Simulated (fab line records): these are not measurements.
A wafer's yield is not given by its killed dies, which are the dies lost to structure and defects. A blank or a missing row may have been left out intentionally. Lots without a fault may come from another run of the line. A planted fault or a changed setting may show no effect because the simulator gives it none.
fab line records ; flow sky130
record lots=6; wafers=18; last-day=50
route steps=708 shown VIA3@575 METAL4@598
lots with no fault: from the same line, run without faults
start-h: the number of hours between the record's first day and the start of the first shown wafer of the lot ; wait-h: hours elapsed since this lot's preceding step ; " same as the row above ; L1.1+2: one row covering several wafers at once ; - value missing, or start not given ; * or withheld: withheld ; < > ~ a bound
route shown NAME@n: names a module that has steps shown in the file, with the first one's number in the route ; usual: average and standard deviation across the fault-free wafers ; same: alike in all rows ; chamber/n: place in a boat ; sites: per-site readings ; _std_site: standard deviation across them ; _edge_site: outer sites' mean less inner sites' ; radius-mm: how far each site lies from the wafer's centre ; mask NAME#n: copy n ; behind: the last tool/chamber to shape the wafer ; hold: reason for holding the lot/hours on hold/outcome of the hold ; device: which transistor (n, p or np) failed to switch ; end of line: tests run on the same wafers once the route is complete ; where a step has no rows: the recipe by itself ; killed: dies lost to structure and defects at the first sort, not the wafer's yield ; map: per-die view of a wafer (x killed, . not killed, _ where there is no die)
set.NAME: the setting that was run; set.NAME@STEP: the one run at that earlier step ; model.NAME: the simulator's own value behind a step, which no gauge read
lots seen at some steps along the route; tables by step, rows by wafer
services: the hour from which a tool's chamber was out of use, counted from the record's first day as start-h (under 0 if before that day), plus the number of hours and why
## steps
# step SKY_VIA3_CMP_02
# recipe material=SiO2; down-force-psi=4; platen-rpm=60; pad-velocity-m-s=0.94248
# usual motor-current-A=12.7/1.2; retaining-ring-pressure-frac=1.000/0.0053
lot.wafer;tool;chamber;start-h;wait-h;motor-current-A;retaining-ring-pressure-frac
L979.1;cmp-02;3;911.21;0.1;10.5;1.001
L979.3;cmp-02;0;911.21;0.1;14.1;1.003
L979.5;cmp-02;1;911.21;0.1;12.1;0.993
L989.2;cmp-02;2;986.50;0.1;12.4;1.009
L989.6;cmp-02;1;986.50;0.1;12.6;1.002
L989.5;cmp-02;2;986.50;0.1;11.7;1.003
L991.1;cmp-01;0;997.97;0.8;12.1;0.997
L991.2;cmp-01;1;997.97;0.8;13.2;0.998
L991.4;cmp-01;2;997.97;0.8;12.6;0.999
L993.2;cmp-01;1;1002.71;0.1;13.4;0.994
L993.1;cmp-01;3;1002.71;0.1;12.7;1.001
L993.5;cmp-01;1;1002.71;0.1;13.2;0.996
L995.1;cmp-02;3;1018.40;0.2;11.0;0.995
L995.5;cmp-02;0;1018.40;0.2;16.0;1.003
L995.6;cmp-02;1;1018.40;0.2;12.1;1.002
L102.2;cmp-01;2;1062.14;0.0;13.0;0.998
L102.3;cmp-01;1;1062.14;0.0;12.8;1.003
L102.5;cmp-01;2;1062.14;0.0;13.4;0.999
# step SKY_VIA3_BOW_MEAS_03
# recipe mode=bow
# usual VIA3_BOW=79/7.5
lot.wafer;tool;chamber;start-h;wait-h;VIA3_BOW[um]
L979.1;film-metro-02;-;911.41;0.1;85
L979.3;film-metro-02;-;911.41;0.1;73
L979.5;film-metro-02;-;911.41;0.1;80
L989.2;film-metro-02;-;986.77;0.2;76
L989.5;film-metro-02;-;986.77;0.2;73
L989.6;film-metro-02;-;986.77;0.2;77
L991.1;film-metro-04;-;998.27;0.2;71
L991.2;film-metro-04;-;998.27;0.2;88
L991.4;film-metro-04;-;998.27;0.2;87
L993.1;film-metro-02;-;1002.96;0.1;75
L993.2;film-metro-02;-;1002.96;0.1;88
L993.5;film-metro-02;-;1002.96;0.1;73
L995.1;film-metro-04;-;1018.55;0.1;82
L995.5;film-metro-04;-;1018.55;0.1;70
L995.6;film-metro-04;-;1018.55;0.1;80
L102.2;film-metro-03;-;1062.46;0.3;87
L102.3;film-metro-03;-;1062.46;0.3;84
L102.5;film-metro-03;-;1062.46;0.3;84
# step SKY_VIA3_DEHYDRATE_04
# recipe temp-c=200; time-s=60
# step SKY_VIA3_HMDS_05
# recipe prime-time-s=60; prime-temp-c=120
# step SKY_VIA3_COAT_06
# recipe resist=BARC; temp-c=withheld; time-s=withheld; spin-rpm=3000; resist-thk-nm=60
# step SKY_VIA3_COAT_07
# recipe resist=KrF-thick; spin-rpm=3000; resist-thk-nm=450
# step SKY_VIA3_SOFTBAKE_08
# recipe temp-c=100; time-s=90; resist=KrF-thick
# step SKY_VIA3_EXPOSE_09
# recipe mask-id=VIM3; na=0.8; source-shape=annular; sigma-inner=0.55; sigma-outer=0.85; target-cd-nm=200; dose-mj=38
# step SKY_VIA3_PEB_10
# recipe peb-temp-c=withheld; peb-time-s=withheld; resist=KrF-thick
# step SKY_VIA3_DEVELOP_11
# recipe develop-time-s=60; resist=KrF-thick; dev-temp-c=21
# step SKY_VIA3_CD_MEAS_12
# recipe target-cd-nm=200
# usual cd-nm=200.1/1.1
lot.wafer;tool;chamber;start-h;wait-h;cd-nm
L979.1;cd-sem-01;-;936.25;-;200.0
L979.3;cd-sem-01;-;936.25;-;200.8
L979.5;cd-sem-01;-;936.25;-;199.5
L989.2;cd-sem-01;-;1010.17;-;199.6
L989.5;cd-sem-01;-;1010.17;-;200.1
L989.6;cd-sem-01;-;1010.17;-;199.7
L991.1;cd-sem-02;-;1021.70;-;201.1
L991.2;cd-sem-02;-;1021.70;-;201.8
L991.4;cd-sem-02;-;1021.70;-;201.3
L993.1;cd-sem-01;-;1025.85;-;201.1
L993.2;cd-sem-01;-;1025.85;-;201.3
L993.5;cd-sem-01;-;1025.85;-;200.2
L995.1;cd-sem-02;-;1040.26;-;200.4
L995.5;cd-sem-02;-;1040.26;-;199.8
L995.6;cd-sem-02;-;1040.26;-;200.1
L102.2;cd-sem-02;-;1083.42;-;198.6
L102.3;cd-sem-02;-;1083.42;-;198.2
L102.5;cd-sem-02;-;1083.42;-;198.8
# step SKY_VIA3_OVL_MEAS_13
# usual VIA3_OVL=2/5.1
lot.wafer;tool;chamber;start-h;wait-h;VIA3_OVL[nm]
L979.1;overlay-02;-;936.37;0.1;4
L979.3;overlay-02;-;936.37;0.1;16
L979.5;overlay-02;-;936.37;0.1;15
L989.2;overlay-02;-;1010.27;0.1;-5
L989.5;overlay-02;-;1010.27;0.1;-8
L989.6;overlay-02;-;1010.27;0.1;-2
L991.1;overlay-01;-;1021.82;0.1;8
L991.2;overlay-01;-;1021.82;0.1;6
L991.4;overlay-01;-;1021.82;0.1;11
L993.1;overlay-01;-;1025.97;0.1;-5
L993.2;overlay-01;-;1025.97;0.1;4
L993.5;overlay-01;-;1025.97;0.1;-5
L995.1;overlay-01;-;1040.38;0.1;-2
L995.5;overlay-01;-;1040.38;0.1;0
L995.6;overlay-01;-;1040.38;0.1;-3
L102.2;overlay-02;-;1083.52;0.1;4
L102.3;overlay-02;-;1083.52;0.1;2
L102.5;overlay-02;-;1083.52;0.1;5
# step SKY_VIA3_ETCH_14
# recipe chemistry=N2/H2; target=BARC; ion-energy-ev=200; source-w=500; bias-w=100; pressure-mtorr=30; n2-flow-sccm=100; h2-flow-sccm=200; stop-on=SiO2; time-s=45.9; target-depth-a=600
# usual drypump-motor-current-A=5.7/0.39; oes-product-au=0.854/0.0049; run-length-s=74.3/0.44; throttle-valve-pct=13.225/0.009
lot.wafer;tool;chamber;start-h;wait-h;drypump-motor-current-A;oes-product-au;rf-hours-counter-h;run-length-s;throttle-valve-pct;model.etch.depth-nm;model.KrF-thick_of_VIA3_COAT_07.thk-nm;model.VIA3.cd-nm
L979.1;rie-diel-01;0;936.40;0.0;5.5;0.855;11;74.7;13.241;60.08;391.3;199.5
L979.3;rie-diel-01;3;936.40;0.0;5.4;0.847;4;73.6;13.216;59.97;390;200.4
L979.5;rie-diel-01;1;936.40;0.0;6.2;0.850;-;74.8;13.224;59.9;390.6;200.3
L989.2;rie-diel-03;3;1010.30;0.0;6.5;0.850;5;74.3;13.227;59.72;394.9;199.9
L989.5;rie-diel-03;2;1010.30;0.0;5.6;0.850;-;73.9;13.215;59.67;394.4;199
L989.6;rie-diel-03;1;1010.30;0.0;6.2;1.011;-;46.0;13.230;30.32;419;194.2
L991.1;rie-diel-03;1;1021.85;0.0;6.1;1.014;23;46.1;13.229;30.44;418.8;195.2
L991.2;rie-diel-03;2;1021.85;0.0;5.6;0.858;17;73.9;13.215;60.01;394.9;200.4
L991.4;rie-diel-03;3;1021.85;0.0;6.5;0.859;6;74.6;13.224;59.92;392.6;202.1
L993.1;rie-diel-02;1;1026.00;0.0;5.7;0.853;10;74.8;13.230;59.92;394;201.9
L993.2;rie-diel-02;0;1026.00;0.0;5.2;0.852;26;73.6;13.222;59.85;394.1;201.5
L993.5;rie-diel-02;3;1026.00;0.0;5.9;0.845;-;74.3;13.240;59.91;393.4;200.3
L995.1;rie-diel-01;2;1040.41;0.0;5.3;0.858;28;74.6;13.239;59.78;392.1;199.8
L995.5;rie-diel-01;0;1040.41;0.0;5.6;0.848;-;75.4;13.229;59.8;393.1;200.2
L995.6;rie-diel-01;1;1040.41;0.0;6.2;0.854;-;74.9;13.221;59.72;392.5;199.8
L102.2;rie-diel-03;0;1083.55;0.0;5.9;0.855;19;74.4;13.225;60.19;392.4;197.3
L102.3;rie-diel-03;1;1083.55;0.0;6.1;0.865;25;74.3;13.236;60.08;391.7;197.9
L102.5;rie-diel-03;3;1083.55;0.0;6.5;0.858;-;74.1;13.223;59.97;391.4;199.3
# step SKY_VIA3_ETCH_15
# recipe target=SiO2; chemistry=C4F8/O2/Ar; target-depth-nm=507; stop-on=TiN; mask-material=KrF-thick; source-w=1500; bias-w=1200; pressure-mtorr=40; c4f8-flow-sccm=withheld; O2_flow_sccm=6; Ar_flow_sccm=300; time-s=78
# usual oes-product-au=0.945/0.0048; run-length-s=106.4/0.46
lot.wafer;tool;chamber;start-h;wait-h;oes-product-au;run-length-s;model.KrF-thick_of_VIA3_COAT_07.thk-nm
L979.1;rie-diel-01;0;936.45;0.0;0.954;106.9;292.1
L979.3;rie-diel-01;3;936.45;0.0;0.959;105.5;286.4
L979.5;rie-diel-01;1;936.45;0.0;0.945;106.6;290.9
L989.2;rie-diel-03;3;1010.35;0.0;0.944;106.3;296.8
L989.5;rie-diel-03;2;1010.35;0.0;0.944;105.9;294.9
L989.6;rie-diel-03;1;1010.35;0.0;0.378;106.6;316.5
L991.1;rie-diel-03;1;1021.90;0.0;0.371;107.1;317.2
L991.2;rie-diel-03;2;1021.90;0.0;0.939;106.1;295.5
L991.4;rie-diel-03;3;1021.90;0.0;0.946;106.3;294.8
L993.1;rie-diel-02;1;1026.05;0.0;0.943;106.9;294.2
L993.2;rie-diel-02;0;1026.05;0.0;0.945;106.0;295.2
L993.5;rie-diel-02;3;1026.05;0.0;0.945;106.5;293.3
L995.1;rie-diel-01;2;1040.46;0.0;0.940;106.4;291.7
L995.5;rie-diel-01;0;1040.46;0.0;0.943;106.8;293.1
L995.6;rie-diel-01;1;1040.46;0.0;0.952;106.8;291.6
L102.2;rie-diel-03;0;1083.60;0.0;0.951;106.6;290.6
L102.3;rie-diel-03;1;1083.60;0.0;0.945;107.1;288.6
L102.5;rie-diel-03;3;1083.60;0.0;0.945;106.1;291.1
# step SKY_VIA3_STRIP_16
# recipe chemistry=O2/N2; power-w=1400; pressure-mtorr=1500; platen-temp-c=withheld; o2-flow-sccm=3000; n2-flow-sccm=300; overash-fraction=0.5
# usual drypump-motor-current-A=5.8/0.44; oes-product-au=0.402/0.0049; strip-time-to-endpoint-s=4.14/0.033
lot.wafer;tool;chamber;start-h;wait-h;drypump-motor-current-A;oes-product-au;rf-hours-counter-h;strip-time-to-endpoint-s
L979.1;plasma-asher-01;1;936.51;0.0;5.4;0.400;84;4.15
L979.3;plasma-asher-01;0;936.51;0.0;5.5;0.403;-;4.08
L979.5;plasma-asher-01;0;936.51;0.0;5.5;0.393;-;4.13
L989.2;plasma-asher-03;1;1010.41;0.0;5.7;0.403;58;4.21
L989.5;plasma-asher-03;0;1010.41;0.0;5.3;0.399;-;4.15
L989.6;plasma-asher-03;1;1010.41;0.0;5.7;0.418;-;4.41
L991.1;plasma-asher-03;1;1021.96;0.0;5.7;0.409;59;4.40
L991.2;plasma-asher-03;0;1021.96;0.0;5.3;0.400;59;4.18
L991.4;plasma-asher-03;0;1021.96;0.0;5.3;0.408;-;4.19
L993.1;plasma-asher-03;0;1026.11;0.0;5.3;0.398;60;4.16
L993.2;plasma-asher-03;1;1026.11;0.0;5.7;0.401;60;4.17
L993.5;plasma-asher-03;0;1026.11;0.0;5.3;0.402;-;4.15
L995.1;plasma-asher-03;0;1040.52;0.0;5.3;0.401;61;4.15
L995.5;plasma-asher-03;1;1040.52;0.0;5.7;0.403;-;4.15
L995.6;plasma-asher-03;0;1040.52;0.0;5.3;0.401;-;4.14
L102.2;plasma-asher-02;0;1083.66;0.0;6.2;0.409;33;4.12
L102.3;plasma-asher-02;0;1083.66;0.0;6.3;0.400;-;4.09
L102.5;plasma-asher-02;0;1083.66;0.0;6.3;0.396;-;4.11
# step SKY_VIA3_STRIP_17
# recipe chemistry=post-etch-residue-remover; time-s=1200; temp-c=72.5
# step SKY_VIA3_CLEAN_18
# recipe chemistry=IPA; time-s=180; temp-c=25
# step SKY_VIA3_CLEAN_19
# recipe chemistry=O3/DIW; dry=n2-spin
# step SKY_VIA3_SPUTTER_20
# recipe material=TiN; target-thk-nm=20; chamber-pressure-pa=5; power-w=4000; time-s=80
# usual throttle-valve-pct=30.3/0.97
lot.wafer;tool;chamber;start-h;wait-h;throttle-valve-pct
L979.1;pvd-sputter-01;-;937.14;0.0;31.8
L979.3;pvd-sputter-01;-;937.14;0.0;31.3
L979.5;pvd-sputter-01;-;937.14;0.0;31.3
L989.2;pvd-sputter-04;-;1011.00;0.0;30.4
L989.5;pvd-sputter-04;-;1011.00;0.0;30.1
L989.6;pvd-sputter-04;-;1011.00;0.0;30.3
L991.1;pvd-sputter-04;-;1022.58;0.0;30.6
L991.2;pvd-sputter-04;-;1022.58;0.0;28.6
L991.4;pvd-sputter-04;-;1022.58;0.0;29.8
L993.1;pvd-sputter-02;-;1026.76;0.0;29.3
L993.2;pvd-sputter-02;-;1026.76;0.0;31.1
L993.5;pvd-sputter-02;-;1026.76;0.0;31.0
L995.1;pvd-sputter-02;-;1041.14;0.0;29.7
L995.5;pvd-sputter-02;-;1041.14;0.0;30.0
L995.6;pvd-sputter-02;-;1041.14;0.0;29.5
L102.2;pvd-sputter-02;-;1084.25;0.0;29.6
L102.3;pvd-sputter-02;-;1084.25;0.0;30.9
L102.5;pvd-sputter-02;-;1084.25;0.0;29.9
# step SKY_VIA3_CVD_21
# recipe material=W; target-thk-nm=390; time-s=117.31; temp-c=400; pressure-torr=40
# usual chamber-pressure-Torr=40.01/0.081; heater-power-outer-w=541/37; heater-power-w=855/49
lot.wafer;tool;chamber;start-h;wait-h;chamber-pressure-Torr;heater-power-outer-w;heater-power-w
L979.1;cvd-w-01;0;937.20;0.0;39.95;492;812
L979.3;cvd-w-01;0;937.20;0.0;39.99;493;771
L979.5;cvd-w-01;1;937.20;0.0;40.03;581;882
L989.2;cvd-w-02;1;1011.06;0.0;40.09;512;865
L989.5;cvd-w-02;0;1011.06;0.0;40.01;576;898
L989.6;cvd-w-02;1;1011.06;0.0;39.96;505;883
L991.1;cvd-w-02;0;1022.64;0.0;40.05;569;910
L991.2;cvd-w-02;1;1022.64;0.0;39.94;521;855
L991.4;cvd-w-02;0;1022.64;0.0;39.93;587;891
L993.1;cvd-w-02;1;1026.82;0.0;40.10;512;869
L993.2;cvd-w-02;0;1026.82;0.0;39.88;593;879
L993.5;cvd-w-02;0;1026.82;0.0;40.03;605;885
L995.1;cvd-w-02;0;1041.20;0.0;40.11;578;925
L995.5;cvd-w-02;0;1041.20;0.0;40.07;590;886
L995.6;cvd-w-02;0;1041.20;0.0;40.09;585;891
L102.2;cvd-w-01;1;1084.31;0.0;40.06;581;902
L102.3;cvd-w-01;1;1084.31;0.0;39.94;585;914
L102.5;cvd-w-01;0;1084.31;0.0;40.06;504;781
# step SKY_VIA3_CMP_24
# recipe stop-on=SiO2; t-overpolish-s=20; down-force-psi=3.5; platen-rpm=60; target-thk-nm=0; pad-velocity-m-s=0.94248
# usual motor-current-A=11.7/0.97; retaining-ring-pressure-frac=1.000/0.005
lot.wafer;tool;chamber;start-h;wait-h;motor-current-A;retaining-ring-pressure-frac
L979.3;cmp-02;0;937.55;0.1;13.5;1.010
L979.1;cmp-02;2;937.55;0.1;12.1;0.996
L979.5;cmp-02;3;937.55;0.1;9.9;0.993
L989.2;cmp-01;1;1011.41;0.1;12.3;0.996
L989.5;cmp-01;0;1011.41;0.1;11.5;0.998
L989.6;cmp-01;1;1011.41;0.1;12.4;0.999
L991.1;cmp-01;3;1022.94;0.1;11.9;0.994
L991.4;cmp-01;0;1022.94;0.1;11.2;1.006
L991.2;cmp-01;2;1022.94;0.1;11.8;1.004
L993.1;cmp-01;0;1027.18;0.1;11.4;1.000
L993.2;cmp-01;1;1027.18;0.1;12.2;1.010
L993.5;cmp-01;0;1027.18;0.1;10.6;0.997
L995.1;cmp-02;3;1041.68;0.1;10.0;0.999
L995.6;cmp-02;2;1041.68;0.1;10.9;1.004
L995.5;cmp-02;3;1041.68;0.1;10.1;0.999
L102.3;cmp-02;0;1084.76;0.2;13.8;0.996
L102.2;cmp-02;2;1084.76;0.2;11.5;1.005
L102.5;cmp-02;3;1084.76;0.2;9.7;1.008
# step SKY_METAL4_SPUTTER_00
# recipe material=Ti; target-thk-nm=15; power-w=3000; time-s=10; chamber-pressure-pa=0.4
# usual throttle-valve-pct=29.6/0.9
lot.wafer;tool;chamber;start-h;wait-h;throttle-valve-pct
L979.1;pvd-sputter-02;-;937.80;0.1;29.7
L979.3;pvd-sputter-02;-;937.80;0.1;29.0
L979.5;pvd-sputter-02;-;937.80;0.1;30.1
L989.2;pvd-sputter-03;-;1011.66;0.2;29.8
L989.5;pvd-sputter-03;-;1011.66;0.2;27.8
L991.2;pvd-sputter-02;-;1023.24;0.1;29.5
L991.4;pvd-sputter-02;-;1023.24;0.1;29.6
L993.1;pvd-sputter-04;-;1027.43;0.2;30.2
L993.2;pvd-sputter-04;-;1027.43;0.2;30.7
L993.5;pvd-sputter-04;-;1027.43;0.2;29.7
L995.1;pvd-sputter-04;-;1041.93;0.2;29.9
L995.5;pvd-sputter-04;-;1041.93;0.2;30.6
L995.6;pvd-sputter-04;-;1041.93;0.2;30.0
L102.2;pvd-sputter-03;-;1085.01;0.1;28.2
L102.3;pvd-sputter-03;-;1085.01;0.1;28.9
L102.5;pvd-sputter-03;-;1085.01;0.1;28.6
# step SKY_METAL4_SPUTTER_01
# recipe material=TiN; target-thk-nm=20; power-w=6500; time-s=16.7; chamber-pressure-pa=0.4
# usual throttle-valve-pct=29.6/0.89
lot.wafer;tool;chamber;start-h;wait-h;throttle-valve-pct
L979.1;pvd-sputter-02;-;937.82;0.0;29.7
L979.3;pvd-sputter-02;-;937.82;0.0;29.1
L979.5;pvd-sputter-02;-;937.82;0.0;30.0
L989.2;pvd-sputter-03;-;1011.68;0.0;29.6
L989.5;pvd-sputter-03;-;1011.68;0.0;27.9
L991.2;pvd-sputter-02;-;1023.27;0.0;29.6
L991.4;pvd-sputter-02;-;1023.27;0.0;30.1
L993.1;pvd-sputter-04;-;1027.45;0.0;30.4
L993.2;pvd-sputter-04;-;1027.45;0.0;30.8
L993.5;pvd-sputter-04;-;1027.45;0.0;29.9
L995.1;pvd-sputter-04;-;1041.95;0.0;29.5
L995.5;pvd-sputter-04;-;1041.95;0.0;30.3
L995.6;pvd-sputter-04;-;1041.95;0.0;29.6
L102.2;pvd-sputter-03;-;1085.04;0.0;27.9
L102.3;pvd-sputter-03;-;1085.04;0.0;28.8
L102.5;pvd-sputter-03;-;1085.04;0.0;28.5
# step SKY_METAL4_SPUTTER_02
# recipe material=AlCu; target-thk-nm=735; power-w=10600; time-s=39.1; chamber-pressure-pa=0.4
# usual throttle-valve-pct=29.6/0.9
lot.wafer;tool;chamber;start-h;wait-h;throttle-valve-pct
L979.1;pvd-sputter-02;-;937.85;0.0;29.7
L979.3;pvd-sputter-02;-;937.85;0.0;29.1
L979.5;pvd-sputter-02;-;937.85;0.0;29.6
L989.2;pvd-sputter-03;-;1011.71;0.0;29.7
L989.5;pvd-sputter-03;-;1011.71;0.0;27.9
L991.2;pvd-sputter-02;-;1023.29;0.0;29.4
L991.4;pvd-sputter-02;-;1023.29;0.0;29.8
L993.1;pvd-sputter-04;-;1027.48;0.0;30.4
L993.2;pvd-sputter-04;-;1027.48;0.0;30.8
L993.5;pvd-sputter-04;-;1027.48;0.0;29.6
L995.1;pvd-sputter-04;-;1041.97;0.0;29.8
L995.5;pvd-sputter-04;-;1041.97;0.0;30.2
L995.6;pvd-sputter-04;-;1041.97;0.0;29.5
L102.2;pvd-sputter-03;-;1085.06;0.0;27.6
L102.3;pvd-sputter-03;-;1085.06;0.0;28.7
L102.5;pvd-sputter-03;-;1085.06;0.0;28.6
## services
tool;chamber;start-h;hours;kind
cmp-02;-;891.69;0.5;repair
pvd-sputter-04;-;901.89;15.8;repair
cvd-w-02;-;904.61;1.0;repair
rie-diel-01;-;909.07;6.1;repair
cmp-02;-;912.00;4.0;pm
cmp-01;-;913.18;1.4;repair
rie-diel-01;3;940.07;6.2;repair
plasma-asher-03;-;950.35;3.7;repair
cmp-02;-;960.89;23.7;pm
pvd-sputter-03;-;962.46;3.5;repair
rie-diel-01;1;965.96;2.2;repair
pvd-sputter-02;-;971.06;2.7;repair
rie-diel-01;1;980.60;5.8;repair
cmp-02;-;991.10;9.3;repair
pvd-sputter-02;-;994.42;3.8;repair
pvd-sputter-02;-;1002.90;4.4;repair
cmp-02;-;1010.09;7.9;pm
pvd-sputter-02;-;1019.95;2.1;repair
pvd-sputter-03;-;1026.80;2.7;repair
rie-diel-03;-;1028.48;14.6;pm
cmp-01;-;1056.83;1.6;repair
cmp-01;-;1068.69;2.5;repair
cmp-02;-;1075.85;2.2;repair
cmp-01;-;1083.20;4.0;pm
## key
first-sign step=SKY_VIA3_ETCH_14; reading=run-length-s; direction=down; sigmas=65; usual=*; struck=*
effect step=SKY_VIA3_ETCH_14; reading=oes-product-au; direction=up; sigmas=32; usual=0.854; struck=1.013
effect step=SKY_VIA3_ETCH_15; reading=oes-product-au; direction=down; sigmas=99+; usual=0.945; struck=0.374
effect step=SKY_VIA3_STRIP_16; reading=strip-time-to-endpoint-s; direction=up; sigmas=8.1; usual=*; struck=*
effect step=SKY_METAL4_SPUTTER_00; reading=visit; direction=missing
effect step=SKY_METAL4_SPUTTER_01; reading=visit; direction=missing
effect step=SKY_METAL4_SPUTTER_02; reading=visit; direction=missing
model-effect step=SKY_VIA3_ETCH_14; value=etch.depth-nm; without=59.85; struck=30.38
model-effect step=SKY_VIA3_ETCH_15; value=KrF-thick_of_VIA3_COAT_07.thk-nm; without=289.6; struck=316.8
met-at SKY_VIA3_ETCH_14
struck-wafers L989.6,L991.1
later-rows-left-out L989.6,L991.1
sort-left-out L989.6,L991.1
fault kind=process-parameter-drift; tool=rie-diel-03; chamber=-; onset-h=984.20; steps=SKY_VIA3_ETCH_14; channel=time-s; offset=*; shape=step; end-h=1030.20; scope=struck-wafers-only; acts-in=*; stated=*
# sort-left-out: the simulated sort isn't trusted on such a fault, so these wafers' sort isn't shown, and their yield isn't known
# later-rows-left-out: the simulator's readings of these wafers behind a module that went badly wrong aren't trusted and aren't shown, but for the sort
